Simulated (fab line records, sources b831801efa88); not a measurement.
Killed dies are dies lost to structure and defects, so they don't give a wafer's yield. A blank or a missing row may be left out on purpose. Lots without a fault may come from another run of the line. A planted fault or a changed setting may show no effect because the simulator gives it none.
fab line records | flow sky130
record lots=5 wafers=15 last_day=49
route steps=708 shown METAL2@484 VIA2@507
lots that met no fault: from a run of the same line without faults
start_h: hours from the record's first day to the start of the lot's first wafer shown | wait_h: hours since the lot's step before | " the same as in the row above | L1.1+2: a row that stands for several wafers | - no value, or no start given | * or withheld: withheld | < > ~ a bound
route shown NAME@n: a module of which the file shows steps, and the number in the route of the first | usual: mean/standard deviation of fault-free wafers | same: alike in all rows | chamber/n: place in a boat | sites: the reading at each site | _std_site: their standard deviation | _edge_site: outer sites' mean less inner sites' | radius_mm: how far each site lies from the wafer's centre | mask NAME#n: copy n | behind: the tool/chamber that last shaped the wafer | hold: why the lot was held/for how many hours/how that ended | device: the transistor (n, p or np) that didn't switch | end of line: the same wafers' tests at the end of the route | a step without rows: its recipe alone | killed: dies lost to structure and defects at the first sort, not the wafer's yield | map: a wafer's dies, x killed, . not, _ none there
set.NAME: the setting as run; set.NAME@STEP: as run at that earlier step | model.NAME: the simulator's own value behind a step, which no gauge read
lots at some steps of the route; a table a step, a row a wafer
services: from which hour (start_h, from the record's first day; less than 0 if before it) a tool's chamber was out of use, for how many hours, and why
## steps
# step SKY_METAL2_SPUTTER_01
# recipe material=TiN target_thk_nm=20 power_w=6500 time_s=16.7 chamber_pressure_pa=0.4
# usual throttle_valve_pct=29.8/1.2
# same time_s=16.7
# columns lot.wafer tool chamber start_h wait_h throttle_valve_pct
L074.1 pvd_sputter-02 - 800.15 0.0 30.6
L074.3 " - " " 30.5
L074.5 " - " " 30.2
L077.1 pvd_sputter-04 - 815.90 0.0 27.8
L077.3 " - " " 29.9
L077.5 " - " " 30.2
L080.3 pvd_sputter-04 - 835.62 0.0 27.4
L080.4 " - " " 30.0
L080.6 " - " " 27.7
L084.1 pvd_sputter-02 - 868.94 0.0 29.4
L084.3 " - " " 27.5
L084.5 " - " " 30.6
L094.2 pvd_sputter-04 - 933.58 0.0 29.7
L094.3 " - " " 30.4
L094.5 " - " " 30.2
# step SKY_METAL2_SPUTTER_02
# recipe material=AlCu target_thk_nm=250 power_w=10600 time_s=13.3 chamber_pressure_pa=0.4
# usual throttle_valve_pct=29.7/1.2
# same time_s=13.3
# columns lot.wafer tool chamber start_h wait_h throttle_valve_pct
L074.1 pvd_sputter-02 - 800.18 0.0 30.4
L074.3 " - " " 30.4
L074.5 " - " " 30.4
L077.1 pvd_sputter-04 - 815.93 0.0 27.9
L077.3 " - " " 29.7
L077.5 " - " " 30.3
L080.3 pvd_sputter-04 - 835.65 0.0 27.9
L080.4 " - " " 29.6
L080.6 " - " " 27.5
L084.1 pvd_sputter-02 - 868.97 0.0 29.1
L084.3 " - " " 27.5
L084.5 " - " " 30.3
L094.2 pvd_sputter-04 - 933.60 0.0 29.9
L094.3 " - " " 30.6
L094.5 " - " " 30.3
# step SKY_METAL2_SPUTTER_03
# recipe material=Ti target_thk_nm=5 power_w=3000 time_s=3.3 chamber_pressure_pa=0.4
# usual throttle_valve_pct=29.8/1.1
# same time_s=3.3
# columns lot.wafer tool chamber start_h wait_h throttle_valve_pct
L074.1 pvd_sputter-02 - 800.20 0.0 30.6
L074.3 " - " " 30.6
L074.5 " - " " 30.4
L077.1 pvd_sputter-04 - 815.95 0.0 27.7
L077.3 " - " " 29.6
L077.5 " - " " 30.4
L080.3 pvd_sputter-04 - 835.67 0.0 27.8
L080.4 " - " " 29.7
L080.6 " - " " 27.7
L084.1 pvd_sputter-02 - 868.99 0.0 29.2
L084.3 " - " " 27.1
L084.5 " - " " 30.4
L094.2 pvd_sputter-04 - 933.63 0.0 29.4
L094.3 " - " " 30.2
L094.5 " - " " 30.0
# step SKY_METAL2_SPUTTER_04
# recipe material=TiN target_thk_nm=70 power_w=6500 time_s=58.3 chamber_pressure_pa=0.4
# usual throttle_valve_pct=29.7/1.1
# same time_s=58.3
# columns lot.wafer tool chamber start_h wait_h throttle_valve_pct
L074.1 pvd_sputter-02 - 800.22 0.0 30.5
L074.3 " - " " 30.5
L074.5 " - " " 30.6
L077.1 pvd_sputter-04 - 815.97 0.0 27.8
L077.3 " - " " 30.1
L077.5 " - " " 30.4
L080.3 pvd_sputter-04 - 835.69 0.0 27.6
L080.4 " - " " 29.6
L080.6 " - " " 27.7
L084.1 pvd_sputter-02 - 869.01 0.0 29.1
L084.3 " - " " 27.2
L084.5 " - " " 30.6
L094.2 pvd_sputter-04 - 933.65 0.0 29.7
L094.3 " - " " 30.4
L094.5 " - " " 30.3
# step SKY_METAL2_RS_MEAS_05
# recipe thk_meas_gauge=four-point-probe reads=TiN_of_METAL2_SPUTTER_04+Ti_of_METAL2_SPUTTER_03+AlCu_of_METAL2_SPUTTER_02+TiN_of_METAL2_SPUTTER_01+Ti_of_METAL2_SPUTTER_00
# usual METAL2_ALCU_RS=0.1267/0.0014
# columns lot.wafer tool chamber start_h wait_h METAL2_ALCU_RS[ohm/sq]
L074.1 film_metro-03 - 800.27 0.0 0.1277
L074.3 " - " " 0.1274
L074.5 " - " " 0.1279
L077.1 film_metro-01 - 816.02 0.0 0.1261
L077.3 " - " " 0.1266
L077.5 " - " " 0.1245
L080.3 film_metro-01 - 835.78 0.1 0.1283
L080.4 " - " " 0.1310
L080.6 " - " " 0.1292
L084.1 film_metro-03 - 869.06 0.0 0.1260
L084.3 " - " " 0.1248
L084.5 " - " " 0.1263
L094.2 film_metro-02 - 933.72 0.0 0.1281
L094.3 " - " " 0.1272
L094.5 " - " " 0.1275
# step SKY_METAL2_THK_MEAS_06
# recipe thk_meas_gauge=xrf reads=AlCu_of_METAL2_SPUTTER_02
# usual METAL2_ALCU_THK=254/3
# columns lot.wafer tool chamber start_h wait_h METAL2_ALCU_THK[nm]
L074.1 film_metro-03 - 800.39 0.1 251
L074.3 " - " " 252
L074.5 " - " " 249
L077.1 film_metro-01 - 816.14 0.1 254
L077.3 " - " " 252
L077.5 " - " " 258
L080.3 film_metro-01 - 835.88 0.1 251
L080.4 " - " " 247
L080.6 " - " " 250
L084.1 film_metro-03 - 869.18 0.1 255
L084.3 " - " " 258
L084.5 " - " " 254
L094.2 film_metro-02 - 933.83 0.1 250
L094.3 " - " " 254
L094.5 " - " " 253
# step SKY_METAL2_DEHYDRATE_07
# recipe temp_c=200 time_s=60
# usual plate_temp_C=200.00/0.16
# same time_s=60
# columns lot.wafer tool chamber start_h wait_h plate_temp_C
L074.1 litho_track-02 0 812.73 12.3 200.12
L074.3 " 0 " " 199.86
L074.5 " 0 " " 200.22
L077.1 litho_track-04 0 828.67 12.5 199.95
L077.3 " 0 " " 200.17
L077.5 " 0 " " 200.10
L080.3 litho_track-02 0 848.08 12.2 200.15
L080.4 " 0 " " 200.15
L080.6 " 0 " " 200.05
L084.1 litho_track-04 0 881.27 12.1 199.92
L084.3 " 0 " " 200.11
L084.5 " 0 " " 200.11
L094.2 litho_track-01 0 945.68 11.8 199.73
L094.3 " 0 " " 199.97
L094.5 " 0 " " 200.01
# step SKY_METAL2_HMDS_08
# recipe prime_time_s=60 prime_temp_c=120
# columns lot.wafer tool chamber start_h wait_h
L074.1+3+5 litho_track-02 0 812.88 0.1
L077.1+3+5 litho_track-04 0 828.82 0.1
L080.3+4+6 litho_track-02 0 848.23 0.1
L084.1+3+5 litho_track-04 0 881.42 0.1
L094.2+3+5 litho_track-01 0 945.83 0.1
# step SKY_METAL2_COAT_09
# recipe resist=BARC temp_c=withheld time_s=withheld spin_rpm=3000 resist_thk_nm=60
# columns lot.wafer tool chamber start_h wait_h
L074.1+3+5 litho_track-02 0 813.03 0.1
L077.1+3+5 litho_track-04 0 828.97 0.1
L080.3+4+6 litho_track-02 0 848.38 0.1
L084.1+3+5 litho_track-04 0 881.57 0.1
L094.2+3+5 litho_track-01 0 945.98 0.1
# step SKY_METAL2_COAT_10
# recipe resist=KrF-thick spin_rpm=3000 resist_thk_nm=450
# columns lot.wafer tool chamber start_h wait_h
L074.1+3+5 litho_track-02 0 - -
L077.1+3+5 litho_track-04 0 - -
L080.3+4+6 litho_track-02 0 - -
L084.1+3+5 litho_track-04 0 - -
L094.2+3+5 litho_track-01 0 - -
# step SKY_METAL2_SOFTBAKE_11
# recipe temp_c=100 time_s=90 resist=KrF-thick
# usual plate_temp_C=100.00/0.13
# same time_s=90
# columns lot.wafer tool chamber start_h wait_h plate_temp_C
L074.1 litho_track-02 0 - - 99.66
L074.3 " 0 " " 100.02
L074.5 " 0 " " 99.68
L077.1 litho_track-04 0 - - 99.97
L077.3 " 0 " " 99.89
L077.5 " 0 " " 99.85
L080.3 litho_track-02 0 - - 99.83
L080.4 " 0 " " 99.92
L080.6 " 0 " " 99.88
L084.1 litho_track-04 0 - - 99.94
L084.3 " 0 " " 99.88
L084.5 " 0 " " 100.00
L094.2 litho_track-01 0 - - 99.83
L094.3 " 0 " " 100.04
L094.5 " 0 " " 100.22
# step SKY_METAL2_EXPOSE_12
# recipe mask_id=MM2 na=0.8 source_shape=annular sigma_inner=0.55 sigma_outer=0.85 target_cd_nm=140 dose_mj=28
# usual focus_offset_nm=0.0/0.56
# columns lot.wafer tool chamber start_h wait_h mask focus_offset_nm
L074.1 krf_scanner-02 0 - - MM2#0 -0.5
L074.3 " 0 " " MM2#0 -0.8
L074.5 " 0 " " MM2#0 -0.8
L077.1 krf_scanner-01 0 - - MM2#0 0.2
L077.3 " 0 " " MM2#0 -0.4
L077.5 " 0 " " MM2#0 0.0
L080.3 krf_scanner-01 0 - - MM2#0 0.5
L080.4 " 0 " " MM2#0 0.6
L080.6 " 0 " " MM2#0 0.3
L084.1 krf_scanner-01 0 - - MM2#0 -1.1
L084.3 " 0 " " MM2#0 -0.1
L084.5 " 0 " " MM2#0 -0.1
L094.2 krf_scanner-01 0 - - MM2#0 0.5
L094.3 " 0 " " MM2#0 -0.1
L094.5 " 0 " " MM2#0 -0.5
# step SKY_METAL2_PEB_13
# recipe peb_temp_c=withheld peb_time_s=withheld resist=KrF-thick
# columns lot.wafer tool chamber start_h wait_h
L074.1+3+5 litho_track-01 0 - -
L077.1+3+5 litho_track-01 0 - -
L080.3+4+6 litho_track-02 0 - -
L084.1+3+5 litho_track-04 0 - -
L094.2+3+5 litho_track-02 0 - -
# step SKY_METAL2_DEVELOP_14
# recipe develop_time_s=60 resist=KrF-thick dev_temp_c=21
# columns lot.wafer tool chamber start_h wait_h
L074.1+3+5 litho_track-01 0 - -
L077.1+3+5 litho_track-01 0 - -
L080.3+4+6 litho_track-02 0 - -
L084.1+3+5 litho_track-04 0 - -
L094.2+3+5 litho_track-02 0 - -
# step SKY_METAL2_CD_MEAS_15
# recipe target_cd_nm=140
# usual cd_nm=140.1/1.5
# columns lot.wafer tool chamber start_h wait_h cd_nm
L074.1 cd_sem-01 - 826.41 - 141.7
L074.3 " - " " 140.7
L074.5 " - " " 139.1
L077.1 cd_sem-02 - 842.26 - 140.1
L077.3 " - " " 140.9
L077.5 " - " " 142.2
L080.3 cd_sem-02 - 862.02 - 141.2
L080.4 " - " " 141.5
L080.6 " - " " 139.5
L084.1 cd_sem-02 - 894.82 - 139.6
L084.3 " - " " 139.6
L084.5 " - " " 141.1
L094.2 cd_sem-01 - 958.65 - 141.1
L094.3 " - " " 143.1
L094.5 " - " " 142.4
# step SKY_METAL2_OVL_MEAS_16
# usual METAL2_OVL=0/4.9
# columns lot.wafer tool chamber start_h wait_h METAL2_OVL[nm]
L074.1 overlay-02 - 826.53 0.1 6
L074.3 " - " " 0
L074.5 " - " " 2
L077.1 overlay-02 - 842.38 0.1 -6
L077.3 " - " " 1
L077.5 " - " " -4
L080.3 overlay-02 - 862.11 0.1 -8
L080.4 " - " " -7
L080.6 " - " " -7
L084.1 overlay-01 - 894.94 0.1 -1
L084.3 " - " " -6
L084.5 " - " " -5
L094.2 overlay-02 - 958.76 0.1 -5
L094.3 " - " " 0
L094.5 " - " " 0
# step SKY_METAL2_DESCUM_17
# recipe chemistry=O2 source_power_w=150 bias_power_w=0 pressure_mtorr=10 temp_c=40 time_s=8
# usual drypump_motor_current_A=6.0/0.44 oes_product_au=1.001/0.0083 rf_fwd_power_W=146.8/0.59
# same time_s=8
# columns lot.wafer tool chamber start_h wait_h drypump_motor_current_A oes_product_au rf_fwd_power_W rf_hours_counter_h
L074.1 rie_metal-04 1 826.56 0.0 6.6 1.007 147.1 12
L074.3 " 1 " " 6.6 1.009 147.8 -
L074.5 " 1 " " 6.6 1.015 146.8 -
L077.1 rie_metal-04 1 842.41 0.0 6.6 0.996 147.4 13
L077.3 " 0 " " 5.8 1.001 146.9 -
L077.5 " 0 " " 5.8 1.008 146.7 -
L080.3 rie_metal-01 1 862.15 0.0 6.2 1.011 147.3 -
L080.4 " 0 " " 6.4 0.977 147.4 -
L080.6 " 1 " " 6.2 0.995 147.1 -
L084.1 rie_metal-03 1 894.97 0.0 5.4 1.011 146.4 1
L084.3 " 0 " " 5.6 1.000 146.4 -
L084.5 " 0 " " 5.6 1.014 146.3 -
L094.2 rie_metal-04 1 958.79 0.0 6.6 1.012 147.8 19
L094.3 " 0 " " 5.8 1.007 147.3 -
L094.5 " 0 " " 5.8 0.986 147.2 -
# step SKY_METAL2_ETCH_18
# recipe chemistry=N2/H2 target=BARC ion_energy_ev=200 bias_w=100 pressure_mtorr=30 n2_flow_sccm=100 h2_flow_sccm=200 icp_w=500 stop_on=SiO2 time_s=45.9 target_depth_a=600
# usual drypump_motor_current_A=6.0/0.44 oes_product_au=0.855/0.0048 rf_fwd_power_W=493.9/2.7 throttle_valve_pct=13.224/0.01
# same time_s=45.9
# columns lot.wafer tool chamber start_h wait_h drypump_motor_current_A oes_product_au rf_fwd_power_W rf_hours_counter_h throttle_valve_pct
L074.1 rie_metal-04 1 826.60 0.0 6.6 0.853 497.0 12 13.202
L074.3 " 1 " " 6.6 0.846 497.7 - 13.217
L074.5 " 1 " " 6.6 0.852 497.6 - 13.208
L077.1 rie_metal-04 1 842.45 0.0 6.6 0.862 495.2 13 13.217
L077.3 " 0 " " 5.8 0.852 489.7 - 13.205
L077.5 " 0 " " 5.8 0.866 491.0 - 13.239
L080.3 rie_metal-01 1 862.19 0.0 6.2 0.854 497.1 - 13.225
L080.4 " 0 " " 6.4 0.859 495.2 - 13.218
L080.6 " 1 " " 6.2 0.849 497.3 - 13.210
L084.1 rie_metal-03 1 895.00 0.0 5.4 0.856 497.0 1 13.235
L084.3 " 0 " " 5.6 0.860 493.1 - 13.223
L084.5 " 0 " " 5.6 0.851 492.4 - 13.223
L094.2 rie_metal-04 1 958.82 0.0 6.6 0.846 493.5 19 13.216
L094.3 " 0 " " 5.8 0.853 491.9 - 13.212
L094.5 " 0 " " 5.8 0.853 492.4 - 13.227
# step SKY_METAL2_METAL_ETCH_19
# recipe target_depth_a=3600 stop_on=SiO2 over_etch_frac=0.3 time_s=78 chemistry=Cl2/BCl3 resist_sidewall_deg=88 pressure_mtorr=10 icp_w=900 bias_w=48.5 Cl2_flow_sccm=60 bcl3_flow_sccm=30
# usual drypump_motor_current_A=6.0/0.44 oes_product_au=0.855/0.0056 rf_fwd_power_W=893/3.9 throttle_valve_pct=22.264/0.0083
# same time_s=78
# columns lot.wafer tool chamber start_h wait_h drypump_motor_current_A oes_product_au rf_fwd_power_W rf_hours_counter_h throttle_valve_pct
L074.1 rie_metal-04 1 826.66 0.0 6.6 0.856 898 12 22.256
L074.3 " 1 " " 6.6 0.854 896 - 22.262
L074.5 " 1 " " 6.6 0.846 899 - 22.259
L077.1 rie_metal-04 1 842.51 0.0 6.6 0.857 898 13 22.288
L077.3 " 0 " " 5.8 0.861 887 - 22.247
L077.5 " 0 " " 5.8 0.859 886 - 22.262
L080.3 rie_metal-01 1 862.26 0.1 6.1 0.849 891 - 22.258
L080.4 " 0 " " 6.4 0.853 893 - 22.263
L080.6 " 1 " " 6.2 0.853 892 - 22.258
L084.1 rie_metal-03 1 895.07 0.0 5.4 0.859 894 1 22.261
L084.3 " 0 " " 5.5 0.857 893 - 22.256
L084.5 " 0 " " 5.6 0.850 891 - 22.259
L094.2 rie_metal-04 1 958.88 0.0 6.6 0.854 896 19 22.259
L094.3 " 0 " " 5.8 0.860 892 - 22.261
L094.5 " 0 " " 5.8 0.856 890 - 22.274
# step SKY_METAL2_STRIP_20
# recipe chemistry=O2/N2 power_w=1400 pressure_mtorr=1500 platen_temp_c=withheld o2_flow_sccm=3000 n2_flow_sccm=300 overash_fraction=0.5
# usual drypump_motor_current_A=5.8/0.5 oes_product_au=0.343/0.0046 strip_time_to_endpoint_s=2.69/0.035
# columns lot.wafer tool chamber start_h wait_h drypump_motor_current_A oes_product_au rf_hours_counter_h strip_time_to_endpoint_s
L074.1 plasma_asher-01 0 826.75 0.1 6.1 0.338 101 2.65
L074.3 " 0 " " 6.1 0.343 - 2.64
L074.5 " 1 " " 5.3 0.339 - 2.73
L077.1 plasma_asher-04 0 842.60 0.1 5.9 0.343 39 2.67
L077.3 " 1 " " 5.8 0.339 - 2.69
L077.5 " 0 " " 5.9 0.342 - 2.67
L080.3 plasma_asher-01 0 862.35 0.1 6.1 0.342 - 2.69
L080.4 " 1 " " 5.2 0.345 - 2.75
L080.6 " 0 " " 6.1 0.345 - 2.70
L084.1 plasma_asher-02 0 895.16 0.1 5.1 0.348 15 2.66
L084.3 " 1 " " 6.4 0.341 - 2.72
L084.5 " 0 " " 5.1 0.341 - 2.69
L094.2 plasma_asher-04 1 958.97 0.1 5.7 0.338 50 2.61
L094.3 " 0 " " 5.9 0.345 - 2.66
L094.5 " 1 " " 5.8 0.338 - 2.67
# step SKY_METAL2_STRIP_21
# recipe chemistry=post_etch_residue_remover time_s=1200 temp_c=72.5
# same time_s=1200
# columns lot.wafer tool chamber start_h wait_h
L074.1+3+5 wet_bench-01 1 826.85 0.1
L077.1+3+5 wet_bench-02 1 842.70 0.1
L080.3+4+6 wet_bench-03 3 862.42 0.0
L084.1+3+5 wet_bench-01 3 895.26 0.1
L094.2+3+5 wet_bench-02 0 959.07 0.1
# step SKY_METAL2_CLEAN_22
# recipe chemistry=IPA time_s=180 temp_c=25
# same time_s=180
# columns lot.wafer tool chamber start_h wait_h
L074.1+3+5 wet_bench-02 3 827.19 0.0
L077.1+3+5 wet_bench-01 0 843.04 0.0
L080.3+4+6 wet_bench-02 3 862.76 0.0
L084.1+3+5 wet_bench-02 1 895.60 0.0
L094.2+3+5 wet_bench-03 2 959.41 0.0
# step SKY_METAL2_CLEAN_23
# recipe chemistry=O3/DIW dry=n2_spin
# columns lot.wafer tool chamber start_h wait_h
L074.1+3+5 wet_bench-03 3 827.31 0.0
L077.1+3+5 wet_bench-03 3 843.10 0.0
L080.3+4+6 wet_bench-01 2 862.82 0.0
L084.1+3+5 wet_bench-01 0 895.66 0.0
L094.2+3+5 wet_bench-01 2 959.47 0.0
# step SKY_VIA2_HDPCVD_00
# recipe material=SiO2 target_thk_nm=1180 sigma_open_frac=0.3 time_s=196.7 temp_c=400 sih4_flow_sccm=60 pressure_mtorr=6
# same time_s=196.7
# columns lot.wafer tool chamber start_h wait_h
L074.1+3+5 hdpcvd-02 1,0,2 827.40 0.0
L077.1+3+5 hdpcvd-01 1,1,0 843.20 0.0
L080.3+4+6 hdpcvd-01 0,0,1 862.91 0.0
L084.1+3+5 hdpcvd-02 2,1,2 895.75 0.0
L094.2+3+5 hdpcvd-01 2,0,0 959.56 0.0
# step SKY_VIA2_THK_MEAS_01
# recipe reads=SiO2_of_VIA2_HDPCVD_00
# usual VIA2_HDPCVD_THK=1186/11
# columns lot.wafer tool chamber start_h wait_h VIA2_HDPCVD_THK[nm]
L074.1 film_metro-02 - 827.52 0.1 1187
L074.3 " - " " 1163
L074.5 " - " " 1181
L077.1 film_metro-01 - 843.38 0.1 1175
L077.3 " - " " 1184
L077.5 " - " " 1185
L080.3 film_metro-04 - 863.06 0.1 1194
L080.4 " - " " 1189
L080.6 " - " " 1185
L084.1 film_metro-04 - 895.87 0.1 1183
L084.3 " - " " 1188
L084.5 " - " " 1193
L094.2 film_metro-01 - 959.70 0.1 1193
L094.3 " - " " 1186
L094.5 " - " " 1198
# step SKY_VIA2_CMP_02
# recipe material=SiO2 down_force_psi=4 platen_rpm=60 pad_velocity_m_s=0.94248
# usual motor_current_A=11.9/0.83 platen_rpm=60.00/0.034
# columns lot.wafer tool chamber start_h wait_h motor_current_A platen_rpm
L074.3 cmp-01 3 827.58 0.0 14.0 60.02
L074.1 " 2 " " 12.1 60.02
L074.5 " 0 " " 12.3 59.97
L077.3 cmp-02 2 843.44 0.0 12.4 60.03
L077.1 " 3 " " 11.5 60.01
L077.5 " 3 " " 11.8 59.97
L080.4 cmp-01 3 863.39 0.3 13.5 59.95
L080.3 " 2 " " 12.0 60.00
L080.6 " 0 " " 12.2 59.98
L084.1 cmp-01 1 895.93 0.1 10.4 60.02
L084.3 " 3 " " 13.4 60.00
L084.5 " 1 " " 10.9 59.99
L094.2 cmp-02 0 959.75 0.0 11.4 59.98
L094.3 " 2 " " 12.1 59.94
L094.5 " 1 " " 12.0 60.00
# step SKY_VIA2_BOW_MEAS_03
# recipe mode=bow
# usual VIA2_BOW=85/7.4
# columns lot.wafer tool chamber start_h wait_h VIA2_BOW[um]
L074.1 film_metro-04 - 827.88 0.1 86
L074.3 " - " " 89
L074.5 " - " " 73
L077.1 film_metro-04 - 843.74 0.2 85
L077.3 " - " " 93
L077.5 " - " " 76
L080.3 film_metro-04 - 863.73 0.1 87
L080.4 " - " " 98
L080.6 " - " " 87
L084.1 film_metro-01 - 896.23 0.2 81
L084.3 " - " " 75
L084.5 " - " " 82
L094.2 film_metro-02 - 960.07 0.3 85
L094.3 " - " " 93
L094.5 " - " " 79
# step SKY_VIA2_DEHYDRATE_04
# recipe temp_c=200 time_s=60
# usual plate_temp_C=200.02/0.18
# same time_s=60
# columns lot.wafer tool chamber start_h wait_h plate_temp_C
L074.1 litho_track-02 0 839.88 12.0 199.93
L074.3 " 0 " " 200.01
L074.5 " 0 " " 200.27
L077.1 litho_track-02 0 856.73 13.0 199.83
L077.3 " 0 " " 199.77
L077.5 " 0 " " 200.14
L080.3 litho_track-02 0 876.08 12.3 200.06
L080.4 " 0 " " 200.07
L080.6 " 0 " " 200.24
L084.1 litho_track-04 0 908.07 11.8 200.13
L084.3 " 0 " " 200.36
L084.5 " 0 " " 200.17
L094.2 litho_track-04 0 971.69 11.6 200.01
L094.3 " 0 " " 199.80
L094.5 " 0 " " 200.12
# step SKY_VIA2_HMDS_05
# recipe prime_time_s=60 prime_temp_c=120
# columns lot.wafer tool chamber start_h wait_h
L074.1+3+5 litho_track-02 0 840.03 0.1
L077.1+3+5 litho_track-02 0 856.88 0.1
L080.3+4+6 litho_track-02 0 876.23 0.1
L084.1+3+5 litho_track-04 0 908.22 0.1
L094.2+3+5 litho_track-04 0 971.84 0.1
# step SKY_VIA2_COAT_06
# recipe resist=BARC temp_c=withheld time_s=withheld spin_rpm=3000 resist_thk_nm=60
# columns lot.wafer tool chamber start_h wait_h
L074.1+3+5 litho_track-02 0 840.18 0.1
L077.1+3+5 litho_track-02 0 857.03 0.1
L080.3+4+6 litho_track-02 0 876.38 0.1
L084.1+3+5 litho_track-04 0 908.37 0.1
L094.2+3+5 litho_track-04 0 971.99 0.1
# step SKY_VIA2_COAT_07
# recipe resist=KrF-thick spin_rpm=3000 resist_thk_nm=450
# columns lot.wafer tool chamber start_h wait_h
L074.1+3+5 litho_track-02 0 - -
L077.1+3+5 litho_track-02 0 - -
L080.3+4+6 litho_track-02 0 - -
L084.1+3+5 litho_track-04 0 - -
L094.2+3+5 litho_track-04 0 - -
# step SKY_VIA2_SOFTBAKE_08
# recipe temp_c=100 time_s=90 resist=KrF-thick
# usual plate_temp_C=99.97/0.14
# same time_s=90
# columns lot.wafer tool chamber start_h wait_h plate_temp_C
L074.1 litho_track-02 0 - - 100.14
L074.3 " 0 " " 99.92
L074.5 " 0 " " 100.06
L077.1 litho_track-02 0 - - 100.21
L077.3 " 0 " " 100.13
L077.5 " 0 " " 100.19
L080.3 litho_track-02 0 - - 99.88
L080.4 " 0 " " 99.83
L080.6 " 0 " " 99.92
L084.1 litho_track-04 0 - - 99.96
L084.3 " 0 " " 100.02
L084.5 " 0 " " 99.99
L094.2 litho_track-04 0 - - 99.76
L094.3 " 0 " " 99.70
L094.5 " 0 " " 99.87
# step SKY_VIA2_EXPOSE_09
# recipe mask_id=VIM2 na=0.8 source_shape=annular sigma_inner=0.55 sigma_outer=0.85 target_cd_nm=200 dose_mj=38
# usual focus_offset_nm=0.0/0.52
# columns lot.wafer tool chamber start_h wait_h mask focus_offset_nm
L074.1 krf_scanner-02 0 - - VIM2#0 0.1
L074.3 " 0 " " VIM2#0 -1.0
L074.5 " 0 " " VIM2#0 0.3
L077.1 krf_scanner-02 0 - - VIM2#0 0.1
L077.3 " 0 " " VIM2#0 -0.9
L077.5 " 0 " " VIM2#0 -0.7
L080.3 krf_scanner-01 0 - - VIM2#0 -0.3
L080.4 " 0 " " VIM2#0 0.5
L080.6 " 0 " " VIM2#0 -0.3
L084.1 krf_scanner-02 0 - - VIM2#0 -1.2
L084.3 " 0 " " VIM2#0 0.3
L084.5 " 0 " " VIM2#0 -0.9
L094.2 krf_scanner-01 0 - - VIM2#0 0.0
L094.3 " 0 " " VIM2#0 0.3
L094.5 " 0 " " VIM2#0 -0.8
# step SKY_VIA2_PEB_10
# recipe peb_temp_c=withheld peb_time_s=withheld resist=KrF-thick
# columns lot.wafer tool chamber start_h wait_h
L074.1+3+5 litho_track-04 0 - -
L077.1+3+5 litho_track-02 0 - -
L080.3+4+6 litho_track-02 0 - -
L084.1+3+5 litho_track-03 0 - -
L094.2+3+5 litho_track-02 0 - -
# step SKY_VIA2_DEVELOP_11
# recipe develop_time_s=60 resist=KrF-thick dev_temp_c=21
# columns lot.wafer tool chamber start_h wait_h
L074.1+3+5 litho_track-04 0 - -
L077.1+3+5 litho_track-02 0 - -
L080.3+4+6 litho_track-02 0 - -
L084.1+3+5 litho_track-03 0 - -
L094.2+3+5 litho_track-02 0 - -
# step SKY_VIA2_CD_MEAS_12
# recipe target_cd_nm=200
# usual cd_nm=200.1/1.9
# columns lot.wafer tool chamber start_h wait_h cd_nm
L074.1 cd_sem-01 - 853.47 - 203.4
L074.3 " - " " 204.0
L074.5 " - " " 201.3
L077.1 cd_sem-02 - 870.28 - 201.2
L077.3 " - " " 199.9
L077.5 " - " " 200.5
L080.3 cd_sem-01 - 889.72 - 201.5
L080.4 " - " " 200.5
L080.6 " - " " 199.9
L084.1 cd_sem-01 - 920.41 - 199.1
L084.3 " - " " 198.3
L084.5 " - " " 199.6
L094.2 cd_sem-02 - 983.80 - 200.9
L094.3 " - " " 199.2
L094.5 " - " " 199.5
# step SKY_VIA2_OVL_MEAS_13
# usual VIA2_OVL=-2/5.5
# columns lot.wafer tool chamber start_h wait_h VIA2_OVL[nm]
L074.1 overlay-01 - 853.59 0.1 -5
L074.3 " - " " -9
L074.5 " - " " -7
L077.1 overlay-01 - 870.40 0.1 -13
L077.3 " - " " -15
L077.5 " - " " -10
L080.3 overlay-01 - 889.81 0.1 -5
L080.4 " - " " -11
L080.6 " - " " -13
L084.1 overlay-01 - 920.53 0.1 1
L084.3 " - " " -5
L084.5 " - " " -5
L094.2 overlay-02 - 983.91 0.1 -1
L094.3 " - " " -6
L094.5 " - " " 0
# step SKY_VIA2_ETCH_14
# recipe chemistry=N2/H2 target=BARC ion_energy_ev=200 source_w=500 bias_w=100 pressure_mtorr=30 n2_flow_sccm=100 h2_flow_sccm=200 stop_on=SiO2 time_s=45.9 target_depth_a=600
# usual drypump_motor_current_A=5.4/0.45 oes_product_au=0.855/0.0046 rf_fwd_power_W=494.1/2.3 throttle_valve_pct=13.227/0.01
# same time_s=45.9
# columns lot.wafer tool chamber start_h wait_h drypump_motor_current_A oes_product_au rf_fwd_power_W rf_hours_counter_h throttle_valve_pct
L074.1 rie_diel-02 1 853.62 0.0 5.6 0.852 494.0 8 13.241
L074.3 " 2 " " 5.5 0.856 495.6 20 13.234
L074.5 " 0 " " 4.8 0.851 495.4 - 13.226
L077.1 rie_diel-03 3 870.44 0.0 5.8 0.850 489.4 21 13.236
L077.3 " 1 " " 5.0 0.854 497.9 5 13.228
L077.5 " 3 " " 5.8 0.858 488.9 - 13.224
L080.3 rie_diel-02 2 889.84 0.0 5.5 0.851 493.2 21 13.212
L080.4 " 0 " " 4.8 0.862 492.0 1 13.214
L080.6 " 3 " " 5.2 0.854 493.9 - 13.218
L084.1 rie_diel-01 3 920.56 0.0 6.0 0.868 492.6 18 13.198
L084.3 " 0 " " 5.3 0.858 496.8 15 13.223
L084.5 " 3 " " 6.0 0.856 493.6 - 13.220
L094.2 rie_diel-02 3 983.94 0.0 5.2 0.861 492.2 15 13.219
L094.3 " 0 " " 4.8 0.856 492.3 4 13.223
L094.5 " 2 " " 5.4 0.855 494.3 - 13.238
## services
# columns tool chamber start_h hours kind
rie_diel-02 3 779.24 21.8 repair
krf_scanner-01 - 780.98 1.3 pm
wet_bench-03 - 781.80 4.1 repair
rie_diel-02 1 786.98 3.2 repair
krf_scanner-02 - 788.55 1.0 pm
krf_scanner-01 - 810.00 3.6 pm
krf_scanner-02 - 818.33 0.8 pm
krf_scanner-02 - 829.40 1.3 pm
wet_bench-01 - 833.20 2.4 repair
hdpcvd-01 2 836.78 17.7 repair
rie_diel-02 1 837.53 7.4 repair
krf_scanner-01 - 854.31 4.4 pm
pvd_sputter-02 - 891.58 9.5 repair
cmp-01 - 896.85 4.7 pm
pvd_sputter-04 - 918.99 4.4 repair
krf_scanner-01 - 938.02 1.0 pm
krf_scanner-01 - 939.48 0.8 pm
krf_scanner-02 - 948.27 4.0 pm
krf_scanner-01 - 955.72 0.4 repair
krf_scanner-01 - 956.95 1.3 pm
krf_scanner-02 - 958.25 1.0 pm
pvd_sputter-04 - 958.79 6.9 repair
krf_scanner-02 - 969.87 0.7 repair
wet_bench-01 - 983.44 12.6 repair
## key
fault none
